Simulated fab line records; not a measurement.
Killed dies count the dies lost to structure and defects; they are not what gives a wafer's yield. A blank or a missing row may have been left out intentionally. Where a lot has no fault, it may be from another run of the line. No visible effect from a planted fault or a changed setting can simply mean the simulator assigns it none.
Comparing a struck lot with a sound one | flow sky130 | 43 steps out of a route of 708
Sound: the wafers L355.1, L355.3, L355.5. Struck: wafer L359.4. (L359.1, L359.5 of the same lot were not struck and are left out.) The cause comes at the end.
At each step with rows: each side's tool, then ch and its chambers, then its first start. Under that, the readings that differ: sound wafers | struck wafers | difference of the means | sigmas: that difference in standard deviations of wafers without a fault.
alike: same words and numbers on both sides, and readings whose means sit less than 2 such deviations apart. not compared: any withheld reading, any reading some wafer has no value for, any bound like >300 that may hide the same value, and any number with overlapping values for which the record gives no deviation.
A row with sigmas, a row that says differs or no value, or rows on one side alone: a step with any of these is where the two part. When numbers do not overlap yet have no deviation, they are printed without sigmas and do not part them. A reading missing from all wafers of one side parts the sides only when that side holds two or more wafers.

first, 1 step without rows for these wafers: SKY_METAL5_SPUTTER_04 (material TiN, target thk 70 nm, time 58.3 s).
SKY_METAL5_RS_MEAS_05: the measuring method here is four-point-probe.
  sound: film metro-03 at day 44 02:04; struck: film metro-02 at day 45 15:54
  alike: METAL5_ALCU_RS
SKY_METAL5_THK_MEAS_06: measures by xrf.
  sound: film metro-03 at day 44 02:11; struck: film metro-02 at day 45 16:01
  alike: METAL5_ALCU_THK
then, 7 steps without rows for these wafers: SKY_METAL5_DEHYDRATE_07 (time 60 s); SKY_METAL5_HMDS_08 (prime time 60 s); SKY_METAL5_COAT_09 (resist thk 1800 nm); SKY_METAL5_SOFTBAKE_10 (time 60 s); SKY_METAL5_EXPOSE_11 (exposes mask MM5, target cd 1600 nm); SKY_METAL5_PEB_12; SKY_METAL5_DEVELOP_13 (develop time 60 s).
SKY_METAL5_DESCUM_14: chemistry O2, time 11 s.
  sound on rie metal-02 ch 1, day 45 00:25; struck on rie metal-01 ch 1, day 46 12:03
  reading               | sound             | struck | difference | sigmas
  oes product au (a.u.) | 1.006 1.020 1.008 | 0.984  | -0.027     | -3
  alike: drypump motor current A
  not compared: rf hours counter h
then, 1 step without rows for these wafers: SKY_METAL5_METAL_ETCH_15 (etches the open film in Cl2/BCl3, stops on SiO2, target depth 1260 nm, time 252 s).
SKY_METAL5_STRIP_16: strips in O2/N2.
  sound on plasma asher-01 ch 0, day 45 00:41; struck on plasma asher-01 ch 1, day 46 12:19
  alike: drypump motor current A, oes product au, strip time to endpoint s
  not compared: rf hours counter h
then, 3 steps without rows for these wafers: SKY_METAL5_STRIP_17 (strips in post etch residue remover, time 1200 s); SKY_METAL5_CLEAN_18 (cleans in IPA, time 180 s); SKY_METAL5_CLEAN_19 (cleans in O3/DIW).
SKY_PASSIVATION_CVD_00: deposits SiO2, target thk 90 nm.
  sound on pecvd-03 ch 0,1, day 45 01:17; struck on pecvd-02 ch 0, day 46 12:57
  reading            | sound       | struck | difference | sigmas
  heater power w (W) | 845 696 859 | 586    | -214       | -2
SKY_PASSIVATION_THK_MEAS_01:
  sound: film metro-04 at day 45 01:19; struck: film metro-04 at day 46 12:59
  alike: PASSIVATION_CVD_00_THK
SKY_PASSIVATION_CVD_02: deposits Si3N4, target thk 540 nm.
  sound on pecvd-02 ch 0,1,2, day 45 01:22; struck on pecvd-03 ch 0, day 46 13:02
  alike: heater power w
SKY_PASSIVATION_THK_MEAS_03:
  sound: film metro-03 at day 45 01:35; struck: film metro-03 at day 46 13:16
  alike: PASSIVATION_CVD_02_THK
then, 16 steps without rows for these wafers: SKY_PASSIVATION_DEHYDRATE_04 (time 60 s); SKY_PASSIVATION_HMDS_05 (prime time 60 s); SKY_PASSIVATION_COAT_06 (resist thk 3000 nm); SKY_PASSIVATION_SOFTBAKE_07; SKY_PASSIVATION_EXPOSE_08 (exposes mask NSM, target cd 3000 nm); SKY_PASSIVATION_PEB_09; SKY_PASSIVATION_DEVELOP_10 (develop time 60 s); SKY_PASSIVATION_ETCH_11 (etches the open film in CF4/O2, stops on AlCu, target depth 725 nm, time 161.1 s); SKY_PASSIVATION_STRIP_12 (strips in O2/N2); SKY_PAD_OPEN_DEHYDRATE_00 (time 60 s); SKY_PAD_OPEN_HMDS_01 (prime time 60 s); SKY_PAD_OPEN_COAT_02 (resist thk 3000 nm); SKY_PAD_OPEN_SOFTBAKE_03; SKY_PAD_OPEN_EXPOSE_04 (exposes mask PDM, target cd 60000 nm); SKY_PAD_OPEN_PEB_05; SKY_PAD_OPEN_DEVELOP_06 (develop time 60 s).
SKY_PAD_OPEN_ETCH_07: etches the open film in CF4/O2, stops on AlCu, target depth 725 nm, time 161.1 s.
  sound on rie diel-01 ch 0,1, day 46 20:26; struck on rie diel-01 ch 2, day 48 06:38
  alike: drypump motor current A, oes product au, throttle valve pct
  not compared: rf hours counter h
SKY_PAD_OPEN_STRIP_08: strips in O2/N2.
  sound on plasma asher-03 ch 0,1, day 46 20:32; struck on plasma asher-03 ch 0, day 48 06:44
  alike: drypump motor current A, oes product au
  not compared: rf hours counter h
then, 4 steps without rows for these wafers: SKY_PAD_OPEN_STRIP_09 (strips in post etch residue remover, time 1200 s); SKY_PAD_OPEN_CLEAN_10 (cleans in IPA, time 180 s); SKY_PAD_OPEN_CLEAN_11 (cleans in O3/DIW); SKY_PAD_OPEN_ANNEAL_12.
SKY_PAD_OPEN_PROBE_99:
  sound: prober-02 at day 46 22:45; struck: prober-02 at day 48 09:26
  reading                               | sound                | struck | difference | sigmas
  defect limited yield (%)              | 82.7 81.7 84.8       | 77.4   | -5.7       | -3
  killed_at_M4_up                       | 2 5 2                | 48     | +45        | +26
  killed at contacts                    | 23 22 26             | 13     | -11        | -2
  killed dies                           | 85 90 75             | 111    | +28        | +3
  killed open                           | 50 41 52             | 30     | -18        | -2
  sort_bin_3_pad_short (%)              | 0.6 0.2 0.6          | 2.4    | +1.9       | +5
  sort_bin_5_function (%)               | 10.0 10.8 11.2       | 14.6   | +3.9       | +2
  sort n pass                           | 407 402 417          | 381    | -28        | -3
  sort yield pct (%)                    | 82.7 81.7 84.8       | 77.4   | -5.7       | -3
  model.etest.tester.sort n pass        | 407 402 417          | 381    | -28        |
  model.etest.tester.sort yield pct (%) | 82.72 81.71 84.76    | 77.44  | -5.62      |
  model.etest.tester.sort_bin_5_pct (%) | 9.959 10.77 11.18    | 14.63  | +3.99      |
  model.etest.tester.sort_bin_3_pct (%) | 0.6098 0.2033 0.6098 | 2.439  | +1.965     |
  alike: killed_at_M0_to_M3, killed at front end, killed at other, killed short, sort_bin_6_memory

== WHERE THEY PART ==
Earliest at SKY_METAL5_DESCUM_14; latest, in this record, at SKY_PAD_OPEN_PROBE_99.

WHY: the cause the simulator had injected
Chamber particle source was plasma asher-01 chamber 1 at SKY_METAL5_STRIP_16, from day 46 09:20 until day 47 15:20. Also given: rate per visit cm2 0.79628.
